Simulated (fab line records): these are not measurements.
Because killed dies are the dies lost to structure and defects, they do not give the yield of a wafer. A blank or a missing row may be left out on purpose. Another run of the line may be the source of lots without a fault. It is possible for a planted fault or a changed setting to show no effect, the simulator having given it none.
Code-filled problem report in 8D (eight disciplines) form || flow gf180mcu || the parts of the form that need people (team, actions taken, sign-off) are left out

1. WHAT WENT WRONG
Wafers without a fault read 428.3 s, standard deviation 0.33; runLengthS at GF_PASSIVATION_ETCH_11 reads a mean of 486.8 s on 6 wafers belonging to 2 lots. That is +99 or more standard deviations from the usual mean.
The step: etches the open film in CF4/O2, stops on TiN, target depth 1800 nm, time 400 s.
Earliest sighting: wafer L581.1 on rieDiel-02 at day 32 17:29. At this step, 33 wafers from 11 lots have a number in the record. By rule, "out" or "out of limits" means more than 4 standard deviations away from the usual mean. All remaining wafers that have a number are taken as sound.

2. WHAT IT IS, AND WHAT IT ISN'T
{"question": "which readings at this step", "is": "runLengthS, oesProductAu", "is not": "drypumpMotorCurrentA"}
{"question": "which lots", "is": "L581, L582", "is not": "L570, L571, L574, L575, L577, L578, L584, L588, L589"}
{"question": "which wafers of those lots", "is": "all that have a number", "is not": "-"}
{"question": "read on which tools", "is": "rieDiel-02", "is not": "rieDiel-03, rieDiel-04"}
{"question": "when", "is": "from day 32 17:29", "is not": "up to then (18 sound wafers); but 9 sound wafers of L584, L588, L589 came after"}

3. WHAT RULES OUT EACH SUSPECT
Counting: a tool stays on the suspect list if, at a process step up to the reading, it processed all lots that are out and no sound lot following the first of them.
- pvdSputter-01 at GF_M1_SPUTTER_04 (material TiN, target thk 50 nm, time 41.7 s): ruled out as a lasting fault. The sound lots L584, L589 went through it after L581, its earliest lot that is out (day 21 01:55).
- rieDiel-02 at GF_PASSIVATION_ETCH_11 (etches the open film in CF4/O2, stops on TiN, target depth 1800 nm, time 400 s): kept. Every lot that is out went through it, starting with L581 (day 32 17:29), and after that it ran no sound lot; the last sound lot it ran before then is L578 (day 31 21:23). Its own oesProductAu, runLengthS readings are out on those wafers.
Remaining after the count: rieDiel-02 at GF_PASSIVATION_ETCH_11.

4. THE CAUSE (what the simulator had put in)
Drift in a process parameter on rieDiel-02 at GF_PASSIVATION_ETCH_11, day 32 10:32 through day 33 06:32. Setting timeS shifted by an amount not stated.
The count eliminated every tool but this one.

5. THE CHAIN OF EFFECTS, in route order
Each row: a reading where the mean over the struck wafers with a number is more than 3 standard deviations away from the usual. Readings are gone through only where the record gives a usual standard deviation; hours: the median, over the lots, of the time from a lot's start at the first step in this table giving one to that lot's start at this step; sigmas: the change measured in usual standard deviations.
{"hours": 0, "step": "GF_PASSIVATION_ETCH_11", "reading": "oesProductAu", "usual": "0.962 a.u.", "on struck wafers": 0.888, "change": -0.074, "sigmas": -10}
{"hours": 0, "step": "GF_PASSIVATION_ETCH_11", "reading": "runLengthS", "usual": "428.3 s", "on struck wafers": 486.8, "change": "+58.5", "sigmas": "+99 or more"}
{"hours": 0, "step": "GF_PASSIVATION_STRIP_12", "reading": "stripTimeToEndpointS", "usual": "34.73 s", "on struck wafers": 32.57, "change": -2.16, "sigmas": -11}
It contains these process steps:
- GF_PASSIVATION_ETCH_11: etches the open film in CF4/O2, stops on TiN, target depth 1800 nm, time 400 s.
- GF_PASSIVATION_STRIP_12: strips in O2/N2.

6. WHAT WOULD HAVE CAUGHT IT SOONER
First out-of-limits reading in this record: day 32 17:29, which is 7 hours after fault onset at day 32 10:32.
